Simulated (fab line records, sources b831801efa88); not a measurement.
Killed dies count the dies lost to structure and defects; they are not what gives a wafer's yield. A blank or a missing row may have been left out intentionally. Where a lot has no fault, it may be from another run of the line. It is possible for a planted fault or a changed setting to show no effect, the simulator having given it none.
Which tool did it? || flow gf180mcu || 14 lots with 42 wafers sampled at 4 steps, on a route of 602 steps

## WHAT EACH GAUGE READ, for each wafer
GF_HV_LDD_OVL_MEAS_32.
{"lot": "L179", "measured": "day 11 23:04", "on": "overlay-01", "HV_LDD_02_OVL (nm)": "-1.7 -2.1 -0.9"}
{"lot": "L181", "measured": "day 12 07:21", "on": "overlay-02", "HV_LDD_02_OVL (nm)": "-0.5 1.3 0.3"}
{"lot": "L182", "measured": "day 12 12:24", "on": "overlay-01", "HV_LDD_02_OVL (nm)": "0.8 -2.0 -2.2"}
{"lot": "L183", "measured": "day 13 03:12", "on": "overlay-01", "HV_LDD_02_OVL (nm)": "-2.8 -0.7 -2.8"}
{"lot": "L184", "measured": "day 13 06:17", "on": "overlay-02", "HV_LDD_02_OVL (nm)": "-2.6 -2.3 -3.8"}
{"lot": "L186", "measured": "day 13 18:28", "on": "overlay-01", "HV_LDD_02_OVL (nm)": "2.0 1.4 2.0"}
{"lot": "L195", "measured": "day 16 21:36", "on": "overlay-02", "HV_LDD_02_OVL (nm)": "0.3 1.5 -0.9"}
{"lot": "L196", "measured": "day 17 05:19", "on": "overlay-01", "HV_LDD_02_OVL (nm)": "-3.4 -1.9 -1.5"}
{"lot": "L198", "measured": "day 17 19:42", "on": "overlay-02", "HV_LDD_02_OVL (nm)": "-2.4 -3.5 -4.2"}
{"lot": "L200", "measured": "day 18 06:11", "on": "overlay-01", "HV_LDD_02_OVL (nm)": "-3.8 -1.8 -2.9"}
{"lot": "L201", "measured": "day 18 15:17", "on": "overlay-02", "HV_LDD_02_OVL (nm)": "-0.6 -0.7 -1.5"}
{"lot": "L202", "measured": "day 18 22:38", "on": "overlay-02", "HV_LDD_02_OVL (nm)": "-1.8 -1.9 -0.4"}

GF_HV_LDD_RS_MEAS_53: the measuring method here is four-point-probe.
{"lot": "L179", "measured": "day 12 19:11", "on": "filmMetro-01", "HV_LDD_RS (ohm/sq)": "419.5 419.2 419.1"}
{"lot": "L181", "measured": "day 13 03:30", "on": "filmMetro-04", "HV_LDD_RS (ohm/sq)": "418.3 418.3 419.2"}
{"lot": "L182", "measured": "day 13 08:45", "on": "filmMetro-04", "HV_LDD_RS (ohm/sq)": "417.8 418.1 418.6"}
{"lot": "L183", "measured": "day 13 23:28", "on": "filmMetro-02", "HV_LDD_RS (ohm/sq)": "418.0 418.2 418.5"}
{"lot": "L184", "measured": "day 14 03:19", "on": "filmMetro-02", "HV_LDD_RS (ohm/sq)": "419.1 418.4 420.3"}
{"lot": "L186", "measured": "day 14 16:52", "on": "filmMetro-02", "HV_LDD_RS (ohm/sq)": "417.5 417.3 417.2"}
{"lot": "L195", "measured": "day 17 21:52", "on": "filmMetro-01", "HV_LDD_RS (ohm/sq)": "418.7 418.3 419.6"}
{"lot": "L196", "measured": "day 18 06:26", "on": "filmMetro-04", "HV_LDD_RS (ohm/sq)": "418.0 418.9 419.3"}
{"lot": "L198", "measured": "day 18 20:13", "on": "filmMetro-01", "HV_LDD_RS (ohm/sq)": "418.8 418.0 418.2"}
{"lot": "L200", "measured": "day 19 07:34", "on": "filmMetro-04", "HV_LDD_RS (ohm/sq)": "418.4 418.1 418.1"}
{"lot": "L201", "measured": "day 19 17:07", "on": "filmMetro-02", "HV_LDD_RS (ohm/sq)": "417.5 417.9 418.6"}
{"lot": "L202", "measured": "day 20 00:12", "on": "filmMetro-02", "HV_LDD_RS (ohm/sq)": "418.6 418.4 418.9"}

GF_SAB_OVL_MEAS_10.
{"lot": "L179", "measured": "day 15 12:00", "on": "overlay-01", "SAB_OVL (nm)": "2.3 2.4 2.1"}
{"lot": "L181", "measured": "day 15 21:29", "on": "overlay-01", "SAB_OVL (nm)": "2.4 0.9 0.2"}
{"lot": "L182", "measured": "day 16 01:41", "on": "overlay-02", "SAB_OVL (nm)": "-1.1 -1.8 -0.7"}
{"lot": "L183", "measured": "day 16 19:35", "on": "overlay-01", "SAB_OVL (nm)": "0.7 0.2 0.8"}
{"lot": "L184", "measured": "day 16 23:44", "on": "overlay-01", "SAB_OVL (nm)": "0.2 1.0 -0.3"}
{"lot": "L186", "measured": "day 17 15:12", "on": "overlay-01", "SAB_OVL (nm)": "-0.8 0.2 -0.3"}
{"lot": "L195", "measured": "day 21 02:47", "on": "overlay-02", "SAB_OVL (nm)": "-1.8 -1.6 -1.1"}
{"lot": "L196", "measured": "day 21 10:26", "on": "overlay-02", "SAB_OVL (nm)": "-1.2 -0.5 -0.4"}
{"lot": "L198", "measured": "day 22 01:08", "on": "overlay-02", "SAB_OVL (nm)": "-0.8 0.0 0.4"}
{"lot": "L200", "measured": "day 22 12:26", "on": "overlay-02", "SAB_OVL (nm)": "2.5 1.3 2.3"}
{"lot": "L201", "measured": "day 22 20:24", "on": "overlay-02", "SAB_OVL (nm)": "0.6 1.2 -0.4"}
{"lot": "L202", "measured": "day 23 02:50", "on": "overlay-01", "SAB_OVL (nm)": "-0.1 1.2 0.0"}

## TOOL THAT RAN EACH LOT (tool first, then ch and the chambers of the sampled wafers, then the start)
{"lot": "L179", "GF_POLY_GATE_EXPOSE_07": "krfScanner-02 ch 0, day 9 05:28"}
{"lot": "L181", "GF_POLY_GATE_EXPOSE_07": "krfScanner-01 ch 0, day 9 13:31"}
{"lot": "L182", "GF_POLY_GATE_EXPOSE_07": "krfScanner-01 ch 0, day 9 19:07"}
{"lot": "L183", "GF_POLY_GATE_EXPOSE_07": "krfScanner-01 ch 0, day 10 09:40"}
{"lot": "L184", "GF_POLY_GATE_EXPOSE_07": "krfScanner-02 ch 0, day 10 10:50"}
{"lot": "L186", "GF_POLY_GATE_EXPOSE_07": "krfScanner-02 ch 0, day 10 23:29"}
{"lot": "L192", "GF_POLY_GATE_EXPOSE_07": "krfScanner-02, day 12 16:20"}
{"lot": "L193", "GF_POLY_GATE_EXPOSE_07": "krfScanner-01, day 13 05:26"}
{"lot": "L195", "GF_POLY_GATE_EXPOSE_07": "krfScanner-02 ch 0, day 13 17:03"}
{"lot": "L196", "GF_POLY_GATE_EXPOSE_07": "krfScanner-02 ch 0, day 14 00:33"}
{"lot": "L198", "GF_POLY_GATE_EXPOSE_07": "krfScanner-01 ch 0, day 14 11:01"}
{"lot": "L200", "GF_POLY_GATE_EXPOSE_07": "krfScanner-01 ch 0, day 14 21:25"}
{"lot": "L201", "GF_POLY_GATE_EXPOSE_07": "krfScanner-01 ch 0, day 15 04:26"}
{"lot": "L202", "GF_POLY_GATE_EXPOSE_07": "krfScanner-01 ch 0, day 15 12:50"}
- GF_POLY_GATE_EXPOSE_07: exposes mask Poly2, target cd 280 nm.

## AS READ BY THE TOOLS THEMSELVES (means over the sampled wafers that have a number; for cases with no such wafer, the mark the record gives instead)
GF_POLY_GATE_EXPOSE_07.
{"lot": "L179", "tool": "krfScanner-02", "exposureDoseMJCm2": 27.986, "focusOffsetNm (nm)": -0.2, "reticleTempC (C)": 22.99, "stageVelMmS (mm/s)": 500.07}
{"lot": "L181", "tool": "krfScanner-01", "exposureDoseMJCm2": 27.980, "focusOffsetNm (nm)": -0.1, "reticleTempC (C)": 22.97, "stageVelMmS (mm/s)": 499.57}
{"lot": "L182", "tool": "krfScanner-01", "exposureDoseMJCm2": 28.003, "focusOffsetNm (nm)": -0.5, "reticleTempC (C)": 22.89, "stageVelMmS (mm/s)": 500.12}
{"lot": "L183", "tool": "krfScanner-01", "exposureDoseMJCm2": 27.976, "focusOffsetNm (nm)": 0.2, "reticleTempC (C)": 22.98, "stageVelMmS (mm/s)": 500.00}
{"lot": "L184", "tool": "krfScanner-02", "exposureDoseMJCm2": 28.031, "focusOffsetNm (nm)": 0.0, "reticleTempC (C)": 23.12, "stageVelMmS (mm/s)": 500.19}
{"lot": "L186", "tool": "krfScanner-02", "exposureDoseMJCm2": 28.013, "focusOffsetNm (nm)": 0.6, "reticleTempC (C)": 22.91, "stageVelMmS (mm/s)": 500.06}
{"lot": "L192", "tool": "krfScanner-02", "exposureDoseMJCm2": "-", "focusOffsetNm (nm)": "-", "reticleTempC (C)": "-", "stageVelMmS (mm/s)": "-"}
{"lot": "L193", "tool": "krfScanner-01", "exposureDoseMJCm2": "-", "focusOffsetNm (nm)": "-", "reticleTempC (C)": "-", "stageVelMmS (mm/s)": "-"}
{"lot": "L195", "tool": "krfScanner-02", "exposureDoseMJCm2": 27.994, "focusOffsetNm (nm)": -0.5, "reticleTempC (C)": 22.88, "stageVelMmS (mm/s)": 500.06}
{"lot": "L196", "tool": "krfScanner-02", "exposureDoseMJCm2": 28.002, "focusOffsetNm (nm)": -0.3, "reticleTempC (C)": 23.03, "stageVelMmS (mm/s)": 500.15}
{"lot": "L198", "tool": "krfScanner-01", "exposureDoseMJCm2": 27.987, "focusOffsetNm (nm)": 0.1, "reticleTempC (C)": 23.02, "stageVelMmS (mm/s)": 499.87}
{"lot": "L200", "tool": "krfScanner-01", "exposureDoseMJCm2": 27.986, "focusOffsetNm (nm)": -0.5, "reticleTempC (C)": 23.08, "stageVelMmS (mm/s)": 500.04}
{"lot": "L201", "tool": "krfScanner-01", "exposureDoseMJCm2": 27.999, "focusOffsetNm (nm)": -0.3, "reticleTempC (C)": 22.94, "stageVelMmS (mm/s)": 499.81}
{"lot": "L202", "tool": "krfScanner-01", "exposureDoseMJCm2": 27.987, "focusOffsetNm (nm)": 0.1, "reticleTempC (C)": 22.73, "stageVelMmS (mm/s)": 500.17}

## THE ANSWER, worked out from the rows above alone
Rule: the usual values come from the lots themselves. The widest of any qualifying gaps counts: lots, ordered by their means at a reading, are off when they make up no more than a third of the lots, leave a main group of 4 or more, and stand apart from it by 3 or more times the standard deviation of that group's means. A main group whose means are all the same, to the digits that the tables above print for the reading, isn't used. A lot without any number at a reading at which 4 lots or more have one is off too. The other lots that the step has rows for count as sound. Order of review: gauges by route order, followed by the tools' own readings, for which a lot's mean as printed above is used. The first step at which some lot is off is used, and at that step the reading that is off furthest; a lot without a number counts as furthest.
Off at GF_POLY_GATE_EXPOSE_07 (exposureDoseMJCm2): L192, L193. Without a number there: L192, L193. For the main group the mean is 27.995 and the standard deviation 0.015.
A tool fits if, at that step or a process step before it, it ran every lot that is off, and no sound lot after the first of them. Not one of the candidates tried fits.

## WHAT THE SIMULATOR HAD PUT IN
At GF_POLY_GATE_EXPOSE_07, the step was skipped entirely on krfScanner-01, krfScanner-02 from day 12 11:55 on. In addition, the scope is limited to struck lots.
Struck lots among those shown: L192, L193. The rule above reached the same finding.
